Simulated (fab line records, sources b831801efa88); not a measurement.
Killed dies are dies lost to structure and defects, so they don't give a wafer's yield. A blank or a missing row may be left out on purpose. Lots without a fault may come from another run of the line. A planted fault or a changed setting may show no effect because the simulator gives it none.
One fault seen from 2 desks | flow sky130 | each desk has only its own numbers; what lay behind them comes last

THE TOOL OWNER'S DESK: litho_track-03
The tool's own readings at SKY_VIA2_DEVELOP_11 (develop time 60 s): means of the sampled wafers that have a number, for each lot that ran on this tool. A lot is out of limits, marked OUT, if its mean lies more than 4 standard deviations from the usual mean; the brackets give that distance.
Columns: A = chill_plate_temp_C at SKY_VIA2_DEVELOP_11, usual 23.00 C
lot  | first seen here | A
L675 | day 42 10:00    | 23.04
This desk's finding: nothing out of limits on the one lot.

THE METROLOGY DESK
What the gauges read, lot by lot, whatever tool the lot ran on: means of the sampled wafers that have a number. A lot is out of limits, marked OUT, if its mean lies more than 4 standard deviations from the usual mean; the brackets give that distance.
Columns: A = VIA2_HDPCVD_THK at SKY_VIA2_THK_MEAS_01, usual 1177 nm; B = VIA2_BOW at SKY_VIA2_BOW_MEAS_03, usual 85 um; C = cd_nm at SKY_VIA2_CD_MEAS_12, usual 199.8 nm
lot  | first seen here | A    | B  | C
L656 | day 34 23:29    | 1176 | 79 | 199.8
L665 | day 38 02:13    | 1175 | 83 | -
L666 | day 38 22:36    | 1176 | 97 | -
L675 | day 41 10:53    | 1175 | 79 | 199.6
L677 | day 41 19:56    | 1160 | 73 | 200.8
L678 | day 41 22:08    | 1176 | 79 | 200.7
This desk's finding: nothing out of limits on any of the 6 lots.

PUT TOGETHER
The tool owner's desk saw nothing out of limits.
The metrology desk saw nothing out of limits.

WHAT THE SIMULATOR HAD PUT IN
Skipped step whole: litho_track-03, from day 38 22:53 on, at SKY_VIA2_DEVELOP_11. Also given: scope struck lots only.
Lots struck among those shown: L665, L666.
